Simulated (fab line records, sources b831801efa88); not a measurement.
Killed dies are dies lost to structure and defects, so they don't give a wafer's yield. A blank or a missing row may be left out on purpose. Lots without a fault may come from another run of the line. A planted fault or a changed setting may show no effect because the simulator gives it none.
Which tool did it? | flow gf180mcu | 7 lots, 21 wafers sampled, at 1 step of a route of 602

WHAT THE GAUGES READ, wafer by wafer
GF_POLY_GATE_THK_MEAS_17.
lot  | measured     | on            | POLY_GATE_OXIDATION_THK (nm)
L146 | day 9 21:50  | film_metro-02 | 4.07 4.10 4.11
L148 | day 10 10:14 | film_metro-01 | 4.04 3.94 4.03
L150 | day 10 22:31 | film_metro-02 | 3.92 3.87 3.95
L153 | day 11 19:02 | film_metro-01 | 4.04 4.07 4.10
L155 | day 12 03:53 | film_metro-01 | 4.05 3.95 3.96
L160 | day 13 15:55 | film_metro-01 | 3.96 4.01 4.02
L165 | day 15 04:36 | film_metro-02 | 3.90 3.97 4.05

WHICH TOOL RAN EACH LOT (tool, then ch and the chambers of the sampled wafers, then the start)
The record holds no process step before these readings.

THE ANSWER, worked out from the rows above alone
Rule: what is usual is taken from the lots themselves. Put in order of their means at a reading, lots are off if they are a third of the lots or fewer, leave a main group of 4 or more, and stand apart from it by a gap of 3 or more times the standard deviation of the main group's means; of several such gaps the widest counts. A main group whose means are all the same, to the digits that the tables above print for the reading, isn't used. A lot without any number at a reading at which 4 lots or more have one is off too. The other lots that the step has rows for count as sound.
No lot is off at any reading shown: from this, nothing can be told.

WHAT THE SIMULATOR HAD PUT IN
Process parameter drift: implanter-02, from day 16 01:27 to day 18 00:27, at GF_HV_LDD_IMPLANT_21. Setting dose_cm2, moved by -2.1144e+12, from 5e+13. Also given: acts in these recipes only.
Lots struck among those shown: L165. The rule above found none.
